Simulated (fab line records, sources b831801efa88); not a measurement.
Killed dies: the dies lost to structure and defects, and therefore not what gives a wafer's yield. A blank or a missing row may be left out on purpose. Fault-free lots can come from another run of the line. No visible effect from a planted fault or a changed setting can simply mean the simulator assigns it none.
Which tool was responsible?    flow gf180mcu    Sampling: 6 lots, 18 wafers, 2 of 602 route steps

== WHAT THE GAUGES SHOWED, per wafer ==
GF_M2_CD_MEAS_14 targets a cd of 280 nm.
lot   measured      on         cd_nm (nm)
L762  day 20 09:06  cd_sem-01  280.1 280.0 280.8
L765  day 21 12:41  cd_sem-02  278.7 279.4 279.8
L768  day 22 14:02  cd_sem-01  282.1 280.6 282.0
L770  day 23 06:41  cd_sem-02  279.3 280.6 280.7
L776  day 25 08:25  cd_sem-02  282.5 281.4 283.5
L780  day 26 14:35  cd_sem-01  279.6 278.9 279.4

== TOOL THAT RAN EACH LOT (tool first, then ch and the chambers of the sampled wafers, then the start) ==
lot   GF_M2_PEB_12
L762  litho_track-02 ch 0, day 20 08:45
L765  litho_track-04 ch 0, day 21 12:20
L768  litho_track-04 ch 0, day 22 13:41
L770  litho_track-04 ch 0, day 23 06:20
L776  litho_track-02 ch 0, day 25 08:06
L780  litho_track-04 ch 0, day 26 14:16
- GF_M2_PEB_12: peb time 90 s.

== THE ANSWER, worked out from the rows above alone ==
Rule: usual is defined by the lots themselves. Put in order of their means at a reading, lots are off if they are a third of the lots or fewer, leave a main group of 4 or more, and stand apart from it by a gap of 3 or more times the standard deviation of the main group's means; of several such gaps the widest counts. A main group whose means are all the same, to the digits that the tables above print for the reading, isn't used. Also off: a lot with no number at a reading for which 4 or more lots have one. Where the step has rows for the other lots, those lots are counted as sound.
No lot is off on any of the readings shown, so nothing can be concluded from this.

== WHAT WAS PUT IN BY THE SIMULATOR ==
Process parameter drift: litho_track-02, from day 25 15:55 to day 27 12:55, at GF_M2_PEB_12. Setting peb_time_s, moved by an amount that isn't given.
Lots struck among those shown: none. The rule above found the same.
